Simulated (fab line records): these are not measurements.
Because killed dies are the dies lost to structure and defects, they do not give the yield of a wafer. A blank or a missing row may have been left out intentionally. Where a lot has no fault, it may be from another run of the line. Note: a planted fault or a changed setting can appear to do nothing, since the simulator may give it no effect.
fab line records	flow gf180mcu
record: lots: 12	wafers: 36	lastDay: 34
route steps=602 shown M3@425 V3@453 M4@461
lots with no fault: from the same line, run without faults
startH: hours from the record's opening day to when the first of the lot's shown wafers began	waitH: hours elapsed since this lot's preceding step	" repeats the value in the row above	L1.1+2: a single row standing in for several wafers	- no value, or no start given	* or withheld: withheld	< > ~ a bound
route shown NAME@n: NAME is a module with steps in the file, n the number in the route of the first one	usual: mean and standard deviation over wafers with no fault	same: alike in all rows	chamber/n: place in a boat	sites: the reading at each site	_std_site: standard deviation across them	_edge_site: the outer-site mean with the inner-site mean subtracted	radiusMm: for every site, how far away it sits from the centre of the wafer	mask NAME#n: copy n	behind: the tool/chamber that last shaped the wafer	hold: why the lot was held/for how many hours/how that ended	device: names the non-switching transistor (n, p or np)	end of line: tests run on the same wafers once the route is complete	a step given without rows: its recipe and nothing more	killed: not the wafer's yield, but the dies lost to structure and defects at the first sort	map: dies across one wafer; x = killed, . = not, _ = none there
set.NAME: the run value of the setting; set.NAME@STEP: its run value at that earlier step	model.NAME: the simulator's own value behind a step, which no gauge read
one table for each step of the route and one row for each wafer, over a sample of lots
services: from which hour (startH, from the record's first day; less than 0 if before it) a tool's chamber was out of use, for how many hours, and why
== steps ==
step: GF_M3_METAL_ETCH_16
recipe: chemistry: Cl2/BCl3	maskMaterial: KrF	targetDepthNm: 750.8	stopOn: SiO2	pressureMtorr: 8	icpW: 800	biasW: 140	Cl2_flow_sccm: 80	bcl3FlowSccm: 40	timeS: 125.1
usual: drypumpMotorCurrentA: 5.6/0.47	oesProductAu: 0.990/0.0051	throttleValvePct: 28.230/0.0088
lot.wafer	tool	chamber	startH	waitH	drypumpMotorCurrentA	oesProductAu	rfHoursCounterH	throttleValvePct
L398.2	rieMetal-01	0	492.58	0.0	5.8	0.986	1	28.220
L398.4	"	0	"	"	5.8	0.986	-	28.225
L398.6	"	0	"	"	5.8	1.000	-	28.223
L399.4	rieMetal-03	0	493.62	0.1	5.2	0.999	-	28.229
L399.5	"	0	"	"	5.3	0.996	-	28.231
L399.6	"	0	"	"	5.3	1.004	-	28.218
L400.3	rieMetal-02	1	512.12	0.1	4.8	0.986	-	28.232
L400.4	"	0	"	"	6.2	0.992	-	28.212
L400.5	"	1	"	"	4.8	0.991	-	28.239
L403.1	rieMetal-02	1	533.23	0.0	4.8	1.000	4	28.222
L403.3	"	0	"	"	6.2	0.987	-	28.218
L403.6	"	1	"	"	4.8	0.996	-	28.226
L406.1	rieMetal-02	0	555.13	0.0	6.2	0.986	11	28.229
L406.2	"	1	"	"	4.8	0.991	4	28.228
L406.4	"	0	"	"	6.2	0.988	-	28.236
L408.2	rieMetal-03	1	579.84	0.0	5.6	0.994	12	28.229
L408.3	"	0	"	"	5.2	0.993	-	28.232
L408.4	"	1	"	"	5.6	0.987	-	28.237
L411.1	rieMetal-02	0	603.35	0.0	6.2	0.988	12	28.227
L411.3	"	0	"	"	6.2	0.986	-	28.221
L411.4	"	1	"	"	4.8	0.980	-	28.235
L415.1	rieMetal-01	1	627.77	0.0	6.0	0.993	14	28.228
L415.3	"	0	"	"	5.8	0.988	-	28.218
L415.6	"	1	"	"	6.0	0.997	-	28.214
L417.1	rieMetal-01	0	640.09	0.0	5.8	0.987	6	28.231
L417.2	"	0	"	"	5.8	0.988	-	28.233
L417.5	"	0	"	"	5.8	0.984	-	28.230
L418.3	rieMetal-02	1	653.47	0.1	4.8	0.990	-	28.225
L418.4	"	0	"	"	6.2	1.002	-	28.232
L418.5	"	1	"	"	4.8	0.988	-	28.241
L420.1	rieMetal-02	0	662.35	0.0	6.2	0.992	1	28.242
L420.5	"	0	"	"	6.2	0.993	-	28.222
L420.6	"	1	"	"	4.8	0.986	-	28.229
L421.1	rieMetal-01	1	672.72	0.0	6.0	0.977	0	28.238
L421.3	"	0	"	"	5.8	0.998	-	28.228
L421.4	"	1	"	"	6.0	0.992	-	28.230
step: GF_V3_RS_MEAS_24
recipe: thkMeasGauge: four-point-probe	reads: W_of_V3_CVD_23+TiN_of_V3_SPUTTER_22+Ti_of_V3_SPUTTER_21
usual: V3_W_RS: 0.328/0.0037
lot.wafer	tool	chamber	startH	waitH	V3_W_RS[ohm/sq]
L398.2	filmMetro-04	-	518.23	0.1	0.325
L398.4	"	-	"	"	0.328
L398.6	"	-	"	"	0.329
L399.4	filmMetro-03	-	519.70	0.1	0.327
L399.5	"	-	"	"	0.331
L399.6	"	-	"	"	0.328
L400.3	filmMetro-04	-	537.70	0.1	0.326
L400.4	"	-	"	"	0.330
L400.5	"	-	"	"	0.326
L403.1	filmMetro-04	-	557.85	0.1	0.330
L403.3	"	-	"	"	0.333
L403.6	"	-	"	"	0.335
L406.1	filmMetro-02	-	579.34	0.1	0.330
L406.2	"	-	"	"	0.329
L406.4	"	-	"	"	0.330
L408.2	filmMetro-04	-	602.95	0.1	0.327
L408.3	"	-	"	"	0.329
L408.4	"	-	"	"	0.330
L411.1	filmMetro-03	-	626.41	0.1	0.325
L411.3	"	-	"	"	0.322
L411.4	"	-	"	"	0.327
L415.1	filmMetro-04	-	650.12	0.1	0.328
L415.3	"	-	"	"	0.327
L415.6	"	-	"	"	0.327
L417.1	filmMetro-04	-	662.58	0.1	0.331
L417.2	"	-	"	"	0.330
L417.5	"	-	"	"	0.329
L418.3	filmMetro-04	-	675.24	0.1	0.328
L418.4	"	-	"	"	0.325
L418.5	"	-	"	"	0.326
L420.1	filmMetro-04	-	684.28	0.1	0.329
L420.5	"	-	"	"	0.325
L420.6	"	-	"	"	0.327
L421.1	filmMetro-04	-	694.34	0.1	0.327
L421.3	"	-	"	"	0.326
L421.4	"	-	"	"	0.331
step: GF_M4_RS_MEAS_05
recipe: thkMeasGauge: four-point-probe	reads: TiN_of_M4_SPUTTER_04+Ti_of_M4_SPUTTER_03+AlCu_of_M4_SPUTTER_02+TiN_of_M4_SPUTTER_01+Ti_of_M4_SPUTTER_00
usual: M4_ALCU_RS: 0.0695/0.00065
lot.wafer	tool	chamber	startH	waitH	M4_ALCU_RS[ohm/sq]
L398.2	filmMetro-02	-	518.93	0.0	0.0692
L398.4	"	-	"	"	0.0691
L398.6	"	-	"	"	0.0690
L399.4	filmMetro-01	-	520.40	0.1	0.0687
L399.5	"	-	"	"	0.0686
L399.6	"	-	"	"	0.0690
L400.3	filmMetro-04	-	538.40	0.1	0.0704
L400.4	"	-	"	"	0.0709
L400.5	"	-	"	"	0.0706
L403.1	filmMetro-04	-	558.55	0.0	0.0696
L403.3	"	-	"	"	0.0691
L403.6	"	-	"	"	0.0690
L406.1	filmMetro-02	-	580.04	0.0	0.0706
L406.2	"	-	"	"	0.0706
L406.4	"	-	"	"	0.0699
L408.2	filmMetro-01	-	603.65	0.0	0.0690
L408.3	"	-	"	"	0.0701
L408.4	"	-	"	"	0.0694
L411.1	filmMetro-04	-	627.11	0.0	0.0701
L411.3	"	-	"	"	0.0701
L411.4	"	-	"	"	0.0702
L415.1	filmMetro-01	-	650.82	0.0	0.0688
L415.3	"	-	"	"	0.0692
L415.6	"	-	"	"	0.0696
L417.1	filmMetro-02	-	663.28	0.0	0.0687
L417.2	"	-	"	"	0.0692
L417.5	"	-	"	"	0.0692
L418.3	filmMetro-04	-	675.94	0.1	0.0689
L418.4	"	-	"	"	0.0694
L418.5	"	-	"	"	0.0695
L420.1	filmMetro-02	-	684.98	0.0	0.0693
L420.5	"	-	"	"	0.0690
L420.6	"	-	"	"	0.0693
L421.1	filmMetro-04	-	695.04	0.0	0.0691
L421.3	"	-	"	"	0.0699
L421.4	"	-	"	"	0.0696
step: GF_M4_COAT_09
recipe: resist: KrF	spinRpm: withheld	resistThkNm: 1000
lot.wafer	tool	chamber	startH	waitH
L398.2+4+6	lithoTrack-02	0	530.27	0.1
L399.4+5+6	lithoTrack-02	0	531.52	0.1
L400.3+4+5	lithoTrack-01	0	548.92	0.1
L403.1+3+6	lithoTrack-03	0	569.16	0.1
L406.1+2+4	lithoTrack-01	0	590.07	0.1
L408.2+3+4	lithoTrack-01	0	613.59	0.1
L411.1+3+4	lithoTrack-02	0	637.20	0.1
L415.1+3+6	lithoTrack-03	0	660.46	0.1
L417.1+2+5	lithoTrack-01	0	673.17	0.1
L418.3+4+5	lithoTrack-01	0	685.32	0.1
L420.1+5+6	lithoTrack-01	0	694.02	0.1
L421.1+3+4	lithoTrack-03	0	703.46	0.1
step: GF_M4_STRIP_17
recipe: chemistry: O2/N2	powerW: 1400	pressureMtorr: 1500	platenTempC: 250	o2FlowSccm: 3000	n2FlowSccm: 300	overashFraction: 0.5
usual: drypumpMotorCurrentA: 5.64/0.13	heaterPowerW: 319/37	oesProductAu: 0.537/0.0048	platenTempC: 249.99/0.19	stripTimeToEndpointS: 7.38/0.034
lot.wafer	tool	chamber	startH	waitH	drypumpMotorCurrentA	heaterPowerW	oesProductAu	platenTempC	rfHoursCounterH	stripTimeToEndpointS
L398.2	plasmaAsher-01	0	541.73	0.2	5.69	285	0.532	249.99	46	7.36
L398.4	"	1	"	"	5.60	398	0.531	250.23	-	7.34
L398.6	"	0	"	"	5.76	287	0.531	249.60	-	7.39
L399.4	plasmaAsher-01	0	543.43	0.1	5.69	285	0.532	250.02	-	7.37
L399.5	"	0	"	"	5.75	293	0.536	249.54	-	7.39
L399.6	"	1	"	"	5.60	402	0.537	250.07	-	7.39
L400.3	plasmaAsher-03	0	560.89	0.1	5.75	286	0.532	250.11	-	7.35
L400.4	"	1	"	"	5.43	344	0.532	249.88	-	7.33
L400.5	"	0	"	"	5.76	295	0.537	249.99	-	7.34
L403.1	plasmaAsher-01	1	580.19	0.1	5.58	398	0.536	249.81	50	7.42
L403.3	"	1	"	"	5.59	386	0.537	249.89	-	7.43
L403.6	"	1	"	"	5.57	395	0.546	250.01	-	7.43
L406.1	plasmaAsher-03	0	601.20	0.1	5.75	282	0.560	250.02	96	7.97
L406.2	"	1	"	"	5.40	360	0.559	250.05	96	7.87
L406.4	"	0	"	"	5.75	286	0.560	250.23	-	7.96
L408.2	plasmaAsher-01	1	624.82	0.2	5.58	397	0.563	250.17	55	7.87
L408.3	"	0	"	"	5.69	289	0.561	250.09	-	7.87
L408.4	"	1	"	"	5.59	394	0.549	250.01	-	7.85
L411.1	plasmaAsher-02	1	648.17	0.2	5.72	284	0.530	249.94	87	7.40
L411.3	"	0	"	"	5.67	328	0.541	249.85	-	7.40
L411.4	"	1	"	"	5.75	282	0.540	249.56	-	7.37
L415.1	plasmaAsher-02	1	670.99	0.1	5.78	285	0.532	249.76	90	7.38
L415.3	"	1	"	"	5.76	285	0.532	249.88	-	7.36
L415.6	"	1	"	"	5.77	286	0.528	250.07	-	7.38
L417.1	plasmaAsher-03	1	683.15	0.1	5.44	352	0.531	249.91	105	7.37
L417.2	"	0	"	"	5.73	289	0.539	249.60	105	7.36
L417.5	"	0	"	"	5.75	290	0.527	249.91	-	7.37
L418.3	plasmaAsher-02	1	695.03	0.1	5.77	286	0.539	250.10	-	7.35
L418.4	"	0	"	"	5.65	313	0.534	249.55	-	7.36
L418.5	"	1	"	"	5.76	286	0.536	250.21	-	7.34
L420.1	plasmaAsher-03	0	703.10	0.1	5.74	290	0.547	250.26	108	7.44
L420.5	"	0	"	"	5.75	289	0.537	249.96	-	7.42
L420.6	"	1	"	"	5.41	357	0.540	250.33	-	7.43
L421.1	plasmaAsher-02	1	713.04	0.1	5.78	280	0.536	249.92	95	7.45
L421.3	"	0	"	"	5.64	334	0.539	249.79	-	7.37
L421.4	"	1	"	"	5.76	284	0.533	249.82	-	7.42
== services ==
tool	chamber	startH	hours	kind
rieMetal-02	0	474.74	10.8	repair
rieMetal-03	1	479.54	28.0	repair
rieMetal-01	-	484.50	0.3	repair
rieMetal-02	-	514.36	14.6	pm
rieMetal-03	-	549.36	2.8	pm
rieMetal-02	-	550.23	2.8	pm
plasmaAsher-02	-	560.00	3.2	repair
rieMetal-02	-	592.55	0.4	repair
rieMetal-02	0	604.55	-	clean
rieMetal-02	0	604.55	20.7	scheduledDown
rieMetal-02	0	604.55	20.7	ventCycle
rieMetal-01	1	628.30	3.7	repair
rieMetal-01	1	632.03	-	clean
rieMetal-01	1	632.03	23.7	scheduledDown
rieMetal-01	1	632.03	23.7	ventCycle
rieMetal-03	1	639.90	-	clean
rieMetal-03	1	639.90	20.1	scheduledDown
rieMetal-03	1	639.90	20.1	ventCycle
plasmaAsher-01	-	640.03	61.8	pm
plasmaAsher-02	-	651.34	2.8	pm
plasmaAsher-02	-	671.85	3.1	repair
rieMetal-01	1	695.97	4.6	repair
plasmaAsher-01	-	701.82	2.8	pm
== key ==
firstSign: step: GF_M4_STRIP_17	reading: stripTimeToEndpointS	direction: up	sigmas: 15	usual: *	struck: *	through: *
effect: step: GF_M4_STRIP_17	reading: oesProductAu	direction: up	sigmas: 4.6	usual: 0.537	struck: 0.559	through: controlLoop
metAt GF_M4_COAT_09
struckLots L406,L408
loopTrim: step: GF_M4_EXPOSE_11	setting: dose	lots: L408
notActingAt GF_M3_METAL_ETCH_16,GF_V3_RS_MEAS_24,GF_M4_RS_MEAS_05
onsetBetween 548.92 590.07
fault: kind: processParameterDrift	tool: lithoTrack-01	chamber: -	onsetH: 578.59	steps: GF_M4_COAT_09	channel: resistThkNm	offset: *	shape: step	endH: 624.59	actsIn: *	stated: *
loopTrim: a control loop set the setting to another value than it would have without faults
